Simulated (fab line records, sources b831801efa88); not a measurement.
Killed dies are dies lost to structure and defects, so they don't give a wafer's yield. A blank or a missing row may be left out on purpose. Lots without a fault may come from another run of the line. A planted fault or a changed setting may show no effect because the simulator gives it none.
Which tool did it? | flow sky130 | 13 lots, 39 wafers sampled, at 3 steps of a route of 708

WHAT THE GAUGES READ, wafer by wafer
SKY_RES_XHIGH_TW_MEAS_09. Usual: RES_XHIGH_TW 1650, standard deviation 23.
lot  | measured     | on            | RES_XHIGH_TW   | flag
L145 | day 26 22:41 | film_metro-04 | 1680 1678 1673 |
L147 | day 27 20:31 | film_metro-04 | 1664 1663 1665 |
L148 | day 28 11:52 | film_metro-01 | 1619 1624 1610 |
L150 | day 28 15:11 | film_metro-04 | 1669 1672 1666 |
L149 | day 28 21:01 | film_metro-03 | 30 31 30       | OFF
L151 | day 29 04:18 | film_metro-04 | 1658 1667 1658 |
L152 | day 29 14:39 | film_metro-01 | 1625 1629 1618 |
L157 | day 31 06:09 | film_metro-03 | 1672 1664 1674 |
L160 | day 32 12:38 | film_metro-01 | 1630 1628 1627 |
L165 | day 33 12:55 | film_metro-01 | 1621 1612 1616 |
L164 | day 33 16:09 | film_metro-03 | 1667 1667 1669 |
L167 | day 34 07:15 | film_metro-01 | 1609 1608 1618 |
L168 | day 34 08:58 | film_metro-03 | 1662 1666 1674 |

WHICH TOOL RAN EACH LOT (tool, then ch and the chambers of the sampled wafers, then the start)
lot  | SKY_POLY_CUT_ETCH_10               | SKY_RES_XHIGH_EXPOSE_04
L145 | rie_diel-01 ch 0,2,3, day 24 11:07 | iline_stepper-02 ch 0, day 26 08:05
L147 | rie_diel-01 ch 0,2,3, day 25 08:38 | iline_stepper-01 ch 0, day 27 06:10
L148 | rie_diel-01 ch 0,2, day 25 23:38   | iline_stepper-01 ch 0, day 27 21:28
L150 | rie_diel-01 ch 0,2, day 26 04:47   | iline_stepper-01 ch 0, day 28 00:34
L149 | rie_diel-03 ch 0,2,3, day 26 09:52 | iline_stepper-02 ch 0, day 28 06:45
L151 | rie_diel-04 ch 0,1,3, day 26 18:07 | iline_stepper-02 ch 0, day 28 13:43
L152 | rie_diel-01 ch 1,2, day 27 04:14   | iline_stepper-02 ch 0, day 29 00:22
L157 | rie_diel-03 ch 1,2,3, day 28 21:37 | iline_stepper-01 ch 0, day 30 15:57
L160 | rie_diel-04 ch 0,1,3, day 30 03:50 | iline_stepper-02 ch 0, day 31 22:22
L165 | rie_diel-03 ch 0,1, day 31 04:01   | iline_stepper-01 ch 0, day 32 22:58
L164 | rie_diel-03 ch 0,1,2, day 31 07:26 | iline_stepper-02 ch 0, day 33 02:09
L167 | rie_diel-01 ch 0,2,3, day 31 23:02 | iline_stepper-02 ch 0, day 33 17:40
L168 | rie_diel-03 ch 1,2,3, day 32 00:56 | iline_stepper-01 ch 0, day 33 19:03
- SKY_POLY_CUT_ETCH_10: etches BARC in N2/H2, stops on SiO2, time 45.9 s, target depth 60 nm.
- SKY_RES_XHIGH_EXPOSE_04: exposes mask URPM, target cd 1270 nm.

WHAT THE TOOLS THEMSELVES READ (means of the sampled wafers that have a number; where no wafer has one, the mark that the record gives instead)
SKY_POLY_CUT_ETCH_10. Usual: drypump_motor_current_A 5.6 A, standard deviation 0.51; n2_flow_sccm 99.95 sccm, standard deviation 0.28; oes_product_au 0.855 a.u., standard deviation 0.0045; throttle_valve_pct 13.225 %, standard deviation 0.0094.
lot  | tool        | drypump_motor_current_A (A) | n2_flow_sccm (sccm) | oes_product_au (a.u.) | throttle_valve_pct (%) | flag
L145 | rie_diel-01 | 5.6                         | 100.01              | 0.855                 | 13.218                 |
L147 | rie_diel-01 | 5.6                         | 100.17              | 0.854                 | 13.223                 |
L148 | rie_diel-01 | 5.7                         | 99.70               | 0.856                 | 13.231                 |
L150 | rie_diel-01 | 6.0                         | 99.94               | 0.852                 | 13.227                 |
L149 | rie_diel-03 | 5.4                         | 100.04              | 0.854                 | 13.223                 |
L151 | rie_diel-04 | 6.0                         | 100.03              | 0.855                 | 13.226                 |
L152 | rie_diel-01 | 6.0                         | 99.92               | 0.853                 | 13.230                 |
L157 | rie_diel-03 | 5.3                         | 99.81               | 0.854                 | 13.227                 |
L160 | rie_diel-04 | 6.0                         | 99.98               | 0.855                 | 13.226                 |
L165 | rie_diel-03 | 5.6                         | 99.60               | 0.851                 | 13.227                 |
L164 | rie_diel-03 | 5.6                         | 99.71               | 0.857                 | 13.220                 |
L167 | rie_diel-01 | 5.6                         | 99.91               | 0.859                 | 13.210                 |
L168 | rie_diel-03 | 5.3                         | 99.58               | 0.857                 | 13.227                 |

THE ANSWER, worked out from the rows above alone
Rule: a lot is off if the mean of its wafers that have a number lies more than 3 standard deviations from the usual mean. A lot without any number at a reading at which 4 lots or more have one is off too. The other lots that the step has rows for count as sound. The gauges are gone through in route order, then the tools' own readings, and for those a lot's mean is taken as printed above. The first step at which some lot is off is used, and at that step the reading that is off furthest; a lot without a number counts as furthest.
Off: L149, at SKY_RES_XHIGH_TW_MEAS_09 (RES_XHIGH_TW).
A tool fits if, at a process step before that reading, it ran every lot that is off, and no sound lot after the first of them. The gauges at SKY_RES_XHIGH_TW_MEAS_09 are tried like those tools. None of those tried fits.

WHAT THE SIMULATOR HAD PUT IN
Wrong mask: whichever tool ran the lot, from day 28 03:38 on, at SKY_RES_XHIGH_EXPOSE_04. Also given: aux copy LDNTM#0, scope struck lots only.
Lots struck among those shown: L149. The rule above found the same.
